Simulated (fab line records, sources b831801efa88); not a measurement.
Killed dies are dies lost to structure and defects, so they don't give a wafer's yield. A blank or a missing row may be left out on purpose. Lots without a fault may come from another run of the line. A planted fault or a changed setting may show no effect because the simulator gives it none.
Chamber matching | flow sky130 | SKY_VIA1_CMP_02 on cmp-02: 4 sister chambers
The step polishes SiO2. 4 wafers are shown with their chamber, then 11 later ones without.

WAFERS WITH THEIR CHAMBER
wafer  | chamber | motor_current_A (A)
L088.5 | 0       | 12.4
L088.6 | 1       | 13.3
L087.5 | 2       | 14.4
L090.4 | 3       | 13.3

WAFERS WITHOUT THEIR CHAMBER
wafer  | motor_current_A (A)
L090.5 | 13.3
L090.6 | 14.2
L089.2 | 14.8
L089.4 | 12.8
L089.5 | 11.6
L094.1 | 13.7
L094.3 | 11.6
L094.6 | 13.1
L097.1 | 11.6
L097.2 | 13.8
L097.5 | 12.8

WHICH CHAMBER EACH WENT THROUGH
wafer  | from the rows above               | in truth
L090.5 | can't be placed: 1 or 3 or 0      | 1
L090.6 | can't be placed: 2 or 1 or 3      | 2
L089.2 | 2                                 | 2
L089.4 | can't be placed: 0 or 1 or 3      | 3
L089.5 | can't be placed: 0 or 1 or 3      | 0
L094.1 | can't be placed: 1 or 3 or 2 or 0 | 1
L094.3 | can't be placed: 0 or 1 or 3      | 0
L094.6 | can't be placed: 1 or 3 or 0      | 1
L097.1 | can't be placed: 0 or 1 or 3      | 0
L097.2 | can't be placed: 1 or 3 or 2 or 0 | 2
L097.5 | can't be placed: 0 or 1 or 3      | 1
Placed correctly: 1 of 11. Can't be placed from these rows: 10 (the true chamber is among the candidates in 10). Placed wrongly: 0.
How it was worked out, from the rows above alone: a wafer's distance from a chamber is the root of the sum, over the readings, of the square of ((its reading less the chamber's mean) divided by the reading's scatter). The wafer belongs to the nearest chamber; if the next one is less than 2 further off, it can't be placed. A chamber's mean is the mean of its shown wafers. The scatter: with one shown wafer a chamber, the root of the mean of the squares of how far each hidden wafer lies from its nearest shown one.
